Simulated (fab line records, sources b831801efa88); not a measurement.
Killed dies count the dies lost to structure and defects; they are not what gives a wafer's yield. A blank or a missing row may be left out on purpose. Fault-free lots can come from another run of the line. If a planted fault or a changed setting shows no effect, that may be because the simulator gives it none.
fab line records -- flow sky130
record: lots: 11, wafers: 33, last-day: 50
route steps=708 shown METAL4@634 VIA4@657 METAL5@662 PAD_OPEN@708
lots that met no fault: from a run of the same line without faults
start-h: hours from the record's first day to the start of the lot's first wafer shown -- wait-h: how many hours have passed since the lot's step before this one -- " unchanged from the row above -- L1.1+2: several wafers, shown together as one row -- - no value present, or no start provided -- * or withheld: withheld -- < > ~ a bound
route shown NAME@n: names a module that has steps shown in the file, with the first one's number in the route -- usual: mean and standard deviation over wafers with no fault -- same: alike in all rows -- chamber/n: place in a boat -- sites: per-site readings -- _std_site: the standard deviation of these -- _edge_site: outer sites' mean less inner sites' -- radius-mm: for every site, how far away it sits from the centre of the wafer -- mask NAME#n: copy n -- behind: tool/chamber where the wafer was last shaped -- hold: cause of the lot's hold/its duration in hours/its outcome -- device: names the non-switching transistor (n, p or np) -- end of line: tests of these same wafers at the route's end -- for a step that has no rows: nothing shown but its recipe -- killed: not the wafer's yield, but the dies lost to structure and defects at the first sort -- map: dies across one wafer; x = killed, . = not, _ = none there
set.NAME: the setting as run; set.NAME@STEP: as run at that earlier step -- model.NAME: the simulator's own value behind a step, which no gauge read
the route's steps for a sample of lots (tables are steps, rows are wafers)
services: when a tool's chamber went out of use (start-h, in hours from the record's first day, below 0 if earlier), for how many hours, and the reason
== steps ==
step: SKY_METAL4_METAL_ETCH_18
recipe: target-depth-a: 8450, stop-on: SiO2, over-etch-frac: 0.3, time-s: 183.1, chemistry: Cl2/BCl3, resist-sidewall-deg: 88, pressure-mtorr: 10, icp-w: 900, bias-w: 48.5, Cl2_flow_sccm: 60, bcl3-flow-sccm: 30
usual: drypump-motor-current-A: 5.92/0.26, oes-product-au: 0.865/0.0073, throttle-valve-pct: 22.265/0.01
lot.wafer,tool,chamber,start-h,wait-h,drypump-motor-current-A,oes-product-au,rf-hours-counter-h,throttle-valve-pct
L678.1,rie-metal-03,0,976.92,0.0,6.32,0.864,10,22.280
L678.2,rie-metal-03,1,976.92,0.0,5.88,0.860,20,22.262
L678.5,rie-metal-03,0,976.92,0.0,6.32,0.864,-,22.257
L679.1,rie-metal-03,1,989.56,0.0,5.85,0.855,20,22.269
L679.2,rie-metal-03,0,989.56,0.0,6.35,0.849,11,22.255
L679.4,rie-metal-03,0,989.56,0.0,6.36,0.847,-,22.263
L680.2,rie-metal-03,1,989.92,0.0,5.86,0.867,20,22.252
L680.4,rie-metal-03,0,989.92,0.0,6.36,0.860,-,22.275
L680.5,rie-metal-03,0,989.92,0.0,6.36,0.856,-,22.272
L681.3,rie-metal-03,0,998.86,0.1,6.35,0.865,-,22.253
L681.4,rie-metal-03,1,998.86,0.1,5.82,0.859,-,22.265
L681.6,rie-metal-03,1,998.86,0.1,5.87,0.859,-,22.270
L684.2,rie-metal-03,0,1018.61,0.0,6.37,0.874,13,22.261
L684.5,rie-metal-03,1,1018.61,0.0,5.86,0.873,-,22.271
L684.6,rie-metal-03,0,1018.61,0.0,6.40,0.868,-,22.261
L685.3,rie-metal-04,0,1022.65,0.1,5.67,0.859,-,22.268
L685.4,rie-metal-04,1,1022.65,0.1,6.03,0.866,-,22.277
L685.5,rie-metal-04,0,1022.65,0.1,5.69,0.857,-,22.281
L692.2,rie-metal-03,1,1099.06,0.0,5.83,0.858,1,22.255
L692.3,rie-metal-03,1,1099.06,0.0,5.86,0.862,-,22.262
L692.5,rie-metal-03,0,1099.06,0.0,6.39,0.854,-,22.256
L693.3,rie-metal-04,0,1101.33,0.1,5.65,0.866,-,22.278
L693.4,rie-metal-04,1,1101.33,0.1,6.02,0.867,-,22.256
L693.6,rie-metal-04,1,1101.33,0.1,6.01,0.875,-,22.263
L694.1,rie-metal-04,0,1107.21,0.0,5.68,0.860,13,22.273
L694.3,rie-metal-04,0,1107.21,0.0,5.66,0.862,-,22.241
L694.4,rie-metal-04,1,1107.21,0.0,6.03,0.865,-,22.276
L698.2,rie-metal-04,0,1108.32,0.0,5.65,0.860,14,22.274
L698.3,rie-metal-04,0,1108.32,0.0,5.67,0.857,-,22.255
L698.5,rie-metal-04,0,1108.32,0.0,5.68,0.860,-,22.256
L700.2,rie-metal-03,0,1117.73,0.0,6.36,0.859,21,22.259
L700.5,rie-metal-03,0,1117.73,0.0,6.33,0.860,-,22.260
L700.6,rie-metal-03,1,1117.73,0.0,5.85,0.861,-,22.261
step: SKY_VIA4_CVD_18
recipe: material: W, target-thk-nm: 505, time-s: 152.14, temp-c: 400, pressure-torr: 40
usual: heater-power-w: 834/17, susceptor-temp-C: 399.97/0.22
lot.wafer,tool,chamber,start-h,wait-h,heater-power-w,susceptor-temp-C
L678.1,cvd-w-01,0,1001.13,0.0,817,400.20
L678.2,cvd-w-01,1,1001.13,0.0,834,399.95
L678.5,cvd-w-01,1,1001.13,0.0,841,400.20
L679.1,cvd-w-01,1,1014.13,0.0,840,399.65
L679.2,cvd-w-01,0,1014.13,0.0,813,399.98
L679.4,cvd-w-01,0,1014.13,0.0,799,400.12
L680.2,cvd-w-02,1,1014.65,0.0,882,399.89
L680.4,cvd-w-02,0,1014.65,0.0,839,399.82
L680.5,cvd-w-02,0,1014.65,0.0,833,399.74
L681.3,cvd-w-02,0,1023.33,0.1,845,400.14
L681.4,cvd-w-02,1,1023.33,0.1,871,400.14
L681.6,cvd-w-02,0,1023.33,0.1,855,400.43
L684.2,cvd-w-01,0,1042.68,0.0,832,399.92
L684.5,cvd-w-01,0,1042.68,0.0,817,400.16
L684.6,cvd-w-01,1,1042.68,0.0,834,400.09
L685.3,cvd-w-01,1,1046.74,0.1,834,399.74
L685.4,cvd-w-01,0,1046.74,0.1,824,399.75
L685.5,cvd-w-01,1,1046.74,0.1,830,399.92
L692.2,cvd-w-01,1,1120.30,0.0,843,399.75
L692.3,cvd-w-01,1,1120.30,0.0,825,400.23
L692.5,cvd-w-01,0,1120.30,0.0,818,399.97
L693.3,cvd-w-01,1,1121.58,0.1,824,399.94
L693.4,cvd-w-01,0,1121.58,0.1,833,399.93
L693.6,cvd-w-01,1,1121.58,0.1,850,399.91
L694.1,cvd-w-02,1,1128.17,0.0,868,399.79
L694.3,cvd-w-02,0,1128.17,0.0,849,400.00
L694.4,cvd-w-02,1,1128.17,0.0,837,399.43
L698.2,cvd-w-02,0,1128.53,0.0,839,399.73
L698.3,cvd-w-02,1,1128.53,0.0,865,400.37
L698.5,cvd-w-02,0,1128.53,0.0,845,399.92
L700.2,cvd-w-02,0,1138.38,0.0,839,400.05
L700.5,cvd-w-02,0,1138.38,0.0,845,399.97
L700.6,cvd-w-02,1,1138.38,0.0,848,400.17
step: SKY_METAL5_SPUTTER_01
recipe: material: TiN, target-thk-nm: 20, power-w: 6500, time-s: 16.7, chamber-pressure-pa: 0.4
usual: chamber-pressure-pa: 0.4000/0.0009, throttle-valve-pct: 29.7/1.2
lot.wafer,tool,chamber,start-h,wait-h,chamber-pressure-pa,throttle-valve-pct
L678.1,pvd-sputter-04,-,1001.79,0.0,0.3994,30.5
L678.2,pvd-sputter-04,-,1001.79,0.0,0.3987,31.0
L678.5,pvd-sputter-04,-,1001.79,0.0,0.3990,28.6
L679.1,pvd-sputter-04,-,1014.78,0.0,0.4010,28.7
L679.2,pvd-sputter-04,-,1014.78,0.0,0.4001,31.0
L679.4,pvd-sputter-04,-,1014.78,0.0,0.3996,28.2
L680.2,pvd-sputter-02,-,1015.30,0.0,0.4022,31.2
L680.4,pvd-sputter-02,-,1015.30,0.0,0.4004,30.1
L680.5,pvd-sputter-02,-,1015.30,0.0,0.4002,29.1
L681.3,pvd-sputter-04,-,1025.14,0.0,0.3998,28.4
L681.4,pvd-sputter-04,-,1025.14,0.0,0.3992,28.5
L681.6,pvd-sputter-04,-,1025.14,0.0,0.4004,28.5
L684.2,pvd-sputter-02,-,1043.33,0.0,0.3999,29.3
L684.5,pvd-sputter-02,-,1043.33,0.0,0.3988,31.2
L684.6,pvd-sputter-02,-,1043.33,0.0,0.4016,30.0
L685.3,pvd-sputter-03,-,1047.91,0.0,0.4003,27.8
L685.4,pvd-sputter-03,-,1047.91,0.0,0.4013,29.6
L685.5,pvd-sputter-03,-,1047.91,0.0,0.4006,27.9
L692.2,pvd-sputter-03,-,1120.96,0.0,0.3985,31.8
L692.3,pvd-sputter-03,-,1120.96,0.0,0.3995,29.6
L692.5,pvd-sputter-03,-,1120.96,0.0,0.3997,28.0
L693.3,pvd-sputter-04,-,1122.18,0.0,0.4010,28.9
L693.4,pvd-sputter-04,-,1122.18,0.0,0.3993,28.5
L693.6,pvd-sputter-04,-,1122.18,0.0,0.3990,28.4
L694.1,pvd-sputter-03,-,1128.82,0.0,0.3986,29.8
L694.3,pvd-sputter-03,-,1128.82,0.0,0.3997,28.0
L694.4,pvd-sputter-03,-,1128.82,0.0,0.3997,29.3
L698.2,pvd-sputter-04,-,1129.18,0.0,0.3996,30.7
L698.3,pvd-sputter-04,-,1129.18,0.0,0.4013,28.7
L698.5,pvd-sputter-04,-,1129.18,0.0,0.4013,28.5
L700.2,pvd-sputter-04,-,1139.06,0.0,0.4010,28.5
L700.5,pvd-sputter-04,-,1139.06,0.0,0.3998,28.5
L700.6,pvd-sputter-04,-,1139.06,0.0,0.3995,28.7
step: SKY_METAL5_SPUTTER_04
recipe: material: TiN, target-thk-nm: 70, power-w: 6500, time-s: 58.3, chamber-pressure-pa: 0.4
usual: chamber-pressure-pa: 0.4000/0.0007, throttle-valve-pct: 29.8/1.2
lot.wafer,tool,chamber,start-h,wait-h,chamber-pressure-pa,throttle-valve-pct
L678.1,pvd-sputter-04,-,1001.88,0.0,0.4006,31.3
L678.2,pvd-sputter-04,-,1001.88,0.0,0.3997,31.3
L678.5,pvd-sputter-04,-,1001.88,0.0,0.3992,28.8
L679.1,pvd-sputter-04,-,1014.88,0.0,0.3990,28.8
L679.2,pvd-sputter-04,-,1014.88,0.0,0.4002,31.1
L679.4,pvd-sputter-04,-,1014.88,0.0,0.4005,28.4
L680.2,pvd-sputter-02,-,1015.39,0.0,0.4011,31.1
L680.4,pvd-sputter-02,-,1015.39,0.0,0.3996,30.3
L680.5,pvd-sputter-02,-,1015.39,0.0,0.4001,29.2
L681.3,pvd-sputter-04,-,1025.23,0.0,0.4009,28.2
L681.4,pvd-sputter-04,-,1025.23,0.0,0.3994,28.7
L681.6,pvd-sputter-04,-,1025.23,0.0,0.3990,28.5
L684.2,pvd-sputter-02,-,1043.43,0.0,0.3997,29.7
L684.5,pvd-sputter-02,-,1043.43,0.0,0.4004,31.2
L684.6,pvd-sputter-02,-,1043.43,0.0,0.4002,30.1
L685.3,pvd-sputter-03,-,1048.00,0.0,0.3993,27.9
L685.4,pvd-sputter-03,-,1048.00,0.0,0.4003,29.3
L685.5,pvd-sputter-03,-,1048.00,0.0,0.3994,27.7
L692.2,pvd-sputter-03,-,1121.05,0.0,0.4015,31.7
L692.3,pvd-sputter-03,-,1121.05,0.0,0.3988,29.9
L692.5,pvd-sputter-03,-,1121.05,0.0,0.4001,28.0
L693.3,pvd-sputter-04,-,1122.28,0.0,0.4001,28.6
L693.4,pvd-sputter-04,-,1122.28,0.0,0.3991,28.5
L693.6,pvd-sputter-04,-,1122.28,0.0,0.3993,28.4
L694.1,pvd-sputter-03,-,1128.91,0.0,0.4014,29.5
L694.3,pvd-sputter-03,-,1128.91,0.0,0.4006,28.0
L694.4,pvd-sputter-03,-,1128.91,0.0,0.3996,29.8
L698.2,pvd-sputter-04,-,1129.28,0.0,0.4003,31.1
L698.3,pvd-sputter-04,-,1129.28,0.0,0.4002,28.5
L698.5,pvd-sputter-04,-,1129.28,0.0,0.3993,28.8
L700.2,pvd-sputter-04,-,1139.15,0.0,0.4010,28.2
L700.5,pvd-sputter-04,-,1139.15,0.0,0.3997,28.8
L700.6,pvd-sputter-04,-,1139.15,0.0,0.4001,28.6
step: SKY_PAD_OPEN_PROBE_99
usual: defect-limited-yield: 82.8/1.9, killed_at_M0_to_M3: 42/6.3, killed_at_M4_up: 3.2/1.9, killed-at-contacts: 24/5.8, killed-at-front-end: 15/4.3, killed-at-other: 0.2/0.62, killed-dies: 85/9.3, killed-on-rim: 16/3.3, killed-open: 46/6.8, killed-short: 38/6.1, sort_bin_3_pad_short: 0.8/0.43, sort_bin_5_function: 10.2/1.5, sort_bin_6_memory: 6.2/1.1, sort-n-pass: 407/9.3, sort-yield-pct: 82.8/1.9
same: gross-dies: 492, killed-at-back-side: 0, sort_bin_4_leakage[%]: 0, sort_bin_8_speed[%]: 0
lot.wafer,tool,chamber,start-h,wait-h,defect-limited-yield[%],killed_at_M0_to_M3,killed_at_M4_up,killed-at-contacts,killed-at-front-end,killed-at-other,killed-dies,killed-on-rim,killed-open,killed-short,sort_bin_3_pad_short[%],sort_bin_5_function[%],sort_bin_6_memory[%],sort-n-pass,sort-yield-pct[%]
L678.1,prober-01,-,1070.92,0.1,81.1,53,4,25,11,0,93,18,51,42,0.8,10.2,7.9,399,81.1
L678.2,prober-01,-,1070.97,0.1,81.9,48,5,30,6,0,89,14,45,44,1.0,11.4,5.7,403,81.9
L678.5,prober-01,-,1071.12,0.2,81.3,49,2,17,24,0,92,23,45,46,0.4,11.6,6.7,400,81.3
L679.1,prober-02,-,1081.55,0.1,81.5,42,7,30,12,0,91,18,41,50,0.2,12.0,6.3,401,81.5
L679.2,prober-02,-,1081.60,0.1,82.9,40,4,26,14,0,84,17,42,42,1.0,10.2,5.9,408,82.9
L679.4,prober-02,-,1081.70,0.2,81.9,43,5,25,16,0,89,14,46,43,1.4,11.0,5.7,403,81.9
L680.2,prober-01,-,1083.10,0.1,81.9,47,1,16,25,0,89,18,52,37,1.2,9.1,7.7,403,81.9
L680.4,prober-01,-,1083.20,0.2,83.5,41,2,20,18,0,81,17,46,35,0.4,11.4,4.7,411,83.5
L680.5,prober-01,-,1083.25,0.2,81.5,40,5,21,25,0,91,22,52,39,1.2,10.0,7.3,401,81.5
L681.3,prober-02,-,1092.92,0.2,84.8,36,3,18,18,0,75,14,37,38,1.0,9.6,4.7,417,84.8
L681.4,prober-02,-,1092.97,0.2,86.8,30,1,20,14,0,65,15,32,33,1.0,7.7,4.5,427,86.8
L681.6,prober-02,-,1093.07,0.2,83.1,43,1,23,16,0,83,18,52,31,1.0,8.3,7.5,409,83.1
L684.2,prober-01,-,1108.52,0.1,85.8,30,4,22,14,0,70,11,41,29,0.6,9.6,4.1,422,85.8
L684.5,prober-01,-,1108.67,0.2,80.7,35,3,46,11,0,95,11,52,42,1.2,10.6,7.5,397,80.7
L684.6,prober-01,-,1108.72,0.2,84.8,37,1,22,15,0,75,19,44,30,0.6,8.7,5.9,417,84.8
L685.3,prober-02,-,1112.96,0.2,80.5,44,3,31,18,0,96,21,56,40,0.6,12.0,6.9,396,80.5
L685.4,prober-02,-,1113.01,0.2,80.7,58,3,18,16,0,95,19,41,53,0.6,10.2,8.5,397,80.7
L685.5,prober-02,-,1113.06,0.2,83.1,37,4,25,17,0,83,14,43,39,0.6,10.2,6.1,409,83.1
L692.2,prober-01,-,1177.44,0.1,77.4,47,26,24,14,0,111,26,42,41,1.0,15.0,6.5,381,77.4
L692.3,prober-01,-,1177.49,0.2,76.2,47,26,20,24,0,117,26,53,40,2.0,13.6,8.1,375,76.2
L692.5,prober-01,-,1177.59,0.2,77.0,51,18,28,16,0,113,37,55,39,2.0,14.4,6.5,379,77.0
L693.3,prober-02,-,1178.80,0.2,80.1,38,28,19,13,0,98,24,37,36,1.4,13.2,5.3,394,80.1
L693.4,prober-02,-,1178.85,0.2,82.1,38,19,23,8,0,88,23,39,33,0.6,11.6,5.7,404,82.1
L693.6,prober-02,-,1178.95,0.2,76.8,48,28,24,14,0,114,30,52,36,2.0,15.4,5.7,378,76.8
L694.1,prober-01,-,1184.41,0.1,84.6,39,2,23,12,0,76,15,46,30,0.4,9.1,5.9,416,84.6
L694.3,prober-01,-,1184.51,0.2,81.9,50,3,28,8,0,89,11,49,40,1.0,9.3,7.7,403,81.9
L694.4,prober-01,-,1184.56,0.2,81.5,40,5,33,13,0,91,22,55,35,0.2,11.2,7.1,401,81.5
L698.2,prober-01,-,1185.96,0.1,83.5,50,7,16,8,0,81,19,40,39,0.2,11.0,5.3,411,83.5
L698.3,prober-01,-,1186.01,0.2,83.7,38,4,24,14,0,80,14,42,38,0.8,8.5,6.9,412,83.7
L698.5,prober-01,-,1186.11,0.2,83.5,44,2,21,14,0,81,20,37,44,1.0,9.8,5.7,411,83.5
L700.2,prober-01,-,1193.57,0.1,80.7,42,7,27,18,1,95,17,51,39,0.4,12.4,6.5,397,80.7
L700.5,prober-01,-,1193.72,0.2,81.7,52,2,27,9,0,90,18,57,30,0.8,12.0,5.5,402,81.7
L700.6,prober-01,-,1193.77,0.2,83.5,32,8,28,13,0,81,17,41,39,1.4,8.5,6.5,411,83.5
killed by level:class
L678.1 METAL2:geometric-particle:short=11 VIA2:geometric-particle:open=11 LI_CONTACT:geometric-particle:open=8 CONTACT:geometric-particle:open=7 VIA3:geometric-particle:open=6 CONTACT:geometric-particle:short=5 VIA1:geometric-particle:open=5 POLY_GATE:geometric-particle:open=4
L678.2 VIA1:geometric-particle:open=12 METAL2:geometric-particle:short=8 VIA3:geometric-particle:open=8 CONTACT:geometric-particle:short=7 CONTACT:geometric-particle:open=7 LI_CONTACT:geometric-particle:open=6 VIA1:geometric-particle:short=6 VIA2:geometric-particle:open=6
L678.5 VIA1:geometric-particle:open=11 FIELD_ISO:geometric-particle:short=9 VIA2:geometric-particle:open=7 METAL2:geometric-particle:short=6 VIA3:geometric-particle:open=6 POLY_GATE:geometric-particle:open=5 CONTACT:geometric-particle:short=5 CONTACT:geometric-particle:open=5
L679.1 VIA1:geometric-particle:open=10 CONTACT:geometric-particle:short=8 CONTACT:geometric-particle:open=7 METAL4:geometric-particle:short=7 LI_CONTACT:geometric-particle:open=6 METAL1:geometric-particle:short=6 METAL2:geometric-particle:short=5 LI_CONTACT:geometric-particle:short=4
L679.2 VIA1:geometric-particle:open=9 CONTACT:geometric-particle:open=8 LI_CONTACT:geometric-particle:open=7 METAL1:geometric-particle:short=7 FIELD_ISO:geometric-particle:short=5 METAL2:geometric-particle:short=5 VIA2:geometric-particle:short=5 LOCAL_INTERCONNECT:geometric-particle:short=4
L679.4 VIA1:geometric-particle:open=12 VIA3:geometric-particle:open=8 LI_CONTACT:geometric-particle:open=7 FIELD_ISO:geometric-particle:short=6 CONTACT:geometric-particle:short=6 METAL2:geometric-particle:short=6 LOCAL_INTERCONNECT:geometric-particle:short=5 FIELD_ISO:geometric-particle:open=4
L680.2 VIA3:geometric-particle:open=8 VIA1:geometric-particle:open=7 VIA2:geometric-particle:open=7 CONTACT:geometric-particle:open=6 VIA1:geometric-particle:short=6 METAL2:geometric-particle:short=6 POLY_GATE:geometric-particle:short=5 FIELD_ISO:geometric-particle:short=4
L680.4 LI_CONTACT:geometric-particle:open=9 VIA3:geometric-particle:open=8 VIA1:geometric-particle:open=7 POLY_GATE:geometric-particle:open=5 VIA2:geometric-particle:short=5 VIA2:geometric-particle:open=5 POLY_GATE:geometric-particle:short=4 METAL1:geometric-particle:short=4
L680.5 VIA2:geometric-particle:open=9 CONTACT:geometric-particle:open=8 VIA1:geometric-particle:open=8 FIELD_ISO:geometric-particle:short=6 POLY_GATE:geometric-particle:open=6 VIA1:geometric-particle:short=5 SPACER:geometric-particle:open=4 METAL2:geometric-particle:short=4
L681.3 VIA1:geometric-particle:open=9 POLY_GATE:geometric-particle:short=6 LI_CONTACT:geometric-particle:open=6 METAL1:geometric-particle:short=6 CONTACT:geometric-particle:open=5 METAL2:geometric-particle:short=5 FIELD_ISO:geometric-particle:open=4 POLY_GATE:geometric-particle:open=4
L681.4 VIA1:geometric-particle:open=10 LI_CONTACT:geometric-particle:open=6 POLY_GATE:geometric-particle:short=4 POLY_GATE:geometric-particle:open=4 LI_CONTACT:geometric-particle:short=4 CONTACT:geometric-particle:open=4 METAL1:geometric-particle:short=4 METAL2:geometric-particle:short=4
L681.6 CONTACT:geometric-particle:open=11 VIA1:geometric-particle:open=11 VIA3:geometric-particle:open=8 METAL1:geometric-particle:short=7 FIELD_ISO:geometric-particle:open=5 LI_CONTACT:geometric-particle:open=5 CONTACT:geometric-particle:short=5 FIELD_ISO:geometric-particle:short=4
L684.2 VIA1:geometric-particle:open=9 CONTACT:geometric-particle:open=7 CONTACT:geometric-particle:short=6 FIELD_ISO:geometric-particle:open=5 VIA2:geometric-particle:open=5 LOCAL_INTERCONNECT:geometric-particle:short=4 POLY_GATE:geometric-particle:open=3 POLY_GATE:geometric-particle:short=3
L684.5 CONTACT:geometric-particle:open=18 LI_CONTACT:geometric-particle:open=11 VIA1:geometric-particle:open=9 CONTACT:geometric-particle:short=8 VIA1:geometric-particle:short=8 LI_CONTACT:geometric-particle:short=6 VIA3:geometric-particle:open=5 VIA2:geometric-particle:open=4
L684.6 CONTACT:geometric-particle:open=14 VIA1:geometric-particle:open=9 VIA2:geometric-particle:open=8 FIELD_ISO:geometric-particle:short=4 VIA3:geometric-particle:open=4 VIA2:geometric-particle:short=4 VIA1:geometric-particle:short=4 POLY_GATE:geometric-particle:open=3
L685.3 CONTACT:geometric-particle:open=10 VIA1:geometric-particle:open=10 VIA3:geometric-particle:open=8 LI_CONTACT:geometric-particle:open=7 CONTACT:geometric-particle:short=6 VIA2:geometric-particle:open=6 LOCAL_INTERCONNECT:geometric-particle:short=5 FIELD_ISO:geometric-particle:open=4
L685.4 VIA1:geometric-particle:open=10 VIA3:geometric-particle:open=9 METAL2:geometric-particle:short=9 METAL1:geometric-particle:short=8 VIA2:geometric-particle:open=8 FIELD_ISO:geometric-particle:short=5 POLY_GATE:geometric-particle:short=5 CONTACT:geometric-particle:short=5
L685.5 VIA3:geometric-particle:open=11 FIELD_ISO:geometric-particle:short=9 CONTACT:geometric-particle:open=9 VIA1:geometric-particle:open=9 CONTACT:geometric-particle:short=7 VIA1:geometric-particle:short=5 METAL2:geometric-particle:short=5 FIELD_ISO:geometric-particle:open=4
L692.2 VIA4:unspecified=26 METAL1:geometric-particle:short=8 VIA1:geometric-particle:open=8 VIA3:geometric-particle:open=8 VIA1:geometric-particle:short=6 LOCAL_INTERCONNECT:geometric-particle:short=6 CONTACT:geometric-particle:open=6 VIA2:geometric-particle:open=6
L692.3 VIA4:unspecified=24 VIA1:geometric-particle:open=10 FIELD_ISO:geometric-particle:open=8 VIA3:geometric-particle:open=7 LI_CONTACT:geometric-particle:open=6 CONTACT:geometric-particle:open=6 VIA2:geometric-particle:open=6 CONTACT:geometric-particle:short=5
L692.5 VIA4:unspecified=18 VIA1:geometric-particle:short=14 CONTACT:geometric-particle:open=12 VIA1:geometric-particle:open=11 LI_CONTACT:geometric-particle:open=8 VIA2:geometric-particle:open=8 POLY_GATE:geometric-particle:open=4 FIELD_ISO:geometric-particle:open=3
L693.3 VIA4:unspecified=24 CONTACT:geometric-particle:open=8 VIA2:geometric-particle:open=7 METAL2:geometric-particle:short=6 VIA1:geometric-particle:open=6 FIELD_ISO:geometric-particle:short=5 METAL1:geometric-particle:short=5 CONTACT:geometric-particle:short=4
L693.4 VIA4:unspecified=16 LI_CONTACT:geometric-particle:open=7 CONTACT:geometric-particle:open=7 VIA1:geometric-particle:open=6 VIA2:geometric-particle:open=6 CONTACT:geometric-particle:short=5 METAL1:geometric-particle:short=5 VIA3:geometric-particle:open=5
L693.6 VIA4:unspecified=25 VIA1:geometric-particle:open=14 CONTACT:geometric-particle:open=10 VIA2:geometric-particle:open=8 LOCAL_INTERCONNECT:geometric-particle:short=7 METAL2:geometric-particle:short=7 METAL1:geometric-particle:short=5 VIA1:geometric-particle:short=5
L694.1 VIA1:geometric-particle:open=14 LI_CONTACT:geometric-particle:open=10 VIA3:geometric-particle:open=6 FIELD_ISO:geometric-particle:short=5 LI_CONTACT:geometric-particle:short=5 CONTACT:geometric-particle:open=5 METAL2:geometric-particle:short=5 METAL1:geometric-particle:open=4
L694.3 LI_CONTACT:geometric-particle:open=11 VIA1:geometric-particle:open=9 METAL2:geometric-particle:short=7 VIA3:geometric-particle:open=7 CONTACT:geometric-particle:short=5 VIA2:geometric-particle:open=5 VIA3:geometric-particle:short=5 CONTACT:geometric-particle:open=4
L694.4 VIA1:geometric-particle:open=13 CONTACT:geometric-particle:open=10 LI_CONTACT:geometric-particle:open=8 VIA3:geometric-particle:open=8 METAL2:geometric-particle:short=6 FIELD_ISO:geometric-particle:open=5 CONTACT:geometric-particle:short=5 POLY_GATE:geometric-particle:open=4
L698.2 VIA1:geometric-particle:open=12 METAL1:geometric-particle:short=7 VIA2:geometric-particle:open=7 CONTACT:geometric-particle:open=6 METAL2:geometric-particle:short=6 VIA3:geometric-particle:open=6 METAL4:geometric-particle:short=5 CONTACT:geometric-particle:short=4
L698.3 VIA1:geometric-particle:open=11 VIA3:geometric-particle:open=8 CONTACT:geometric-particle:open=7 LOCAL_INTERCONNECT:geometric-particle:short=6 LI_CONTACT:geometric-particle:short=5 METAL2:geometric-particle:short=5 FIELD_ISO:geometric-particle:open=4 POLY_GATE:geometric-particle:short=4
L698.5 VIA1:geometric-particle:open=11 METAL1:geometric-particle:short=8 LOCAL_INTERCONNECT:geometric-particle:short=7 VIA3:geometric-particle:open=7 FIELD_ISO:geometric-particle:short=6 LI_CONTACT:geometric-particle:short=5 METAL2:geometric-particle:short=5 VIA2:geometric-particle:open=4
L700.2 CONTACT:geometric-particle:open=12 FIELD_ISO:geometric-particle:short=7 VIA1:geometric-particle:open=7 LI_CONTACT:geometric-particle:open=7 METAL1:geometric-particle:short=7 METAL2:geometric-particle:short=6 VIA2:geometric-particle:open=5 LOCAL_INTERCONNECT:geometric-particle:short=5
L700.5 VIA1:geometric-particle:open=16 CONTACT:geometric-particle:open=8 LI_CONTACT:geometric-particle:open=7 VIA2:geometric-particle:open=7 VIA3:geometric-particle:open=6 LOCAL_INTERCONNECT:geometric-particle:short=5 METAL2:geometric-particle:short=5 VIA3:geometric-particle:short=4
L700.6 CONTACT:geometric-particle:open=10 VIA2:geometric-particle:open=9 CONTACT:geometric-particle:short=7 LOCAL_INTERCONNECT:geometric-particle:short=6 VIA1:geometric-particle:open=6 METAL4:geometric-particle:short=6 FIELD_ISO:geometric-particle:short=5 LI_CONTACT:geometric-particle:open=5
== services ==
tool,chamber,start-h,hours,kind
cvd-w-02,-,962.04,6.0,pm
pvd-sputter-03,2,980.67,-,consumable-replace:kit
pvd-sputter-03,2,980.67,18.0,scheduled-down
pvd-sputter-03,2,980.67,18.0,vent-cycle
pvd-sputter-03,-,1020.89,9.8,repair
pvd-sputter-04,3,1025.28,-,consumable-replace:kit
pvd-sputter-04,3,1025.28,18.0,scheduled-down
pvd-sputter-04,3,1025.28,18.0,vent-cycle
cvd-w-01,-,1047.02,0.2,repair
rie-metal-03,1,1052.55,9.4,repair
pvd-sputter-02,-,1060.50,0.9,repair
rie-metal-03,1,1061.95,-,clean
rie-metal-03,1,1061.95,15.5,scheduled-down
rie-metal-03,1,1061.95,15.5,vent-cycle
pvd-sputter-02,-,1063.43,0.7,repair
pvd-sputter-03,1,1096.58,-,consumable-replace:kit
pvd-sputter-03,1,1096.58,18.0,scheduled-down
pvd-sputter-03,1,1096.58,18.0,vent-cycle
pvd-sputter-02,-,1108.76,1.9,repair
pvd-sputter-04,2,1123.89,-,consumable-replace:kit
pvd-sputter-04,2,1123.89,18.0,scheduled-down
pvd-sputter-04,2,1123.89,18.0,vent-cycle
cvd-w-01,-,1129.16,2.8,pm
cvd-w-01,1,1132.02,5.2,repair
== key ==
first-sign: step: SKY_PAD_OPEN_PROBE_99, reading: killed_at_M4_up, direction: up, sigmas: 11, usual: 3.2, struck: 24.2
effect: step: SKY_PAD_OPEN_PROBE_99, reading: sort_bin_5_function, direction: up, sigmas: 2.4, usual: 10.2, struck: 13.9, wafers-moved: 3
met-at SKY_VIA4_CVD_18
struck-lots L692,L693
not-acting-at SKY_METAL4_METAL_ETCH_18,SKY_METAL5_SPUTTER_01,SKY_METAL5_SPUTTER_04
onset-between 1046.74 1120.30
fault: kind: chamber-particle-source, tool: cvd-w-01, chamber: -, onset-h: 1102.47, steps: SKY_VIA4_CVD_18, rate-per-visit-cm2: 0.59744, end-h: 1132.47
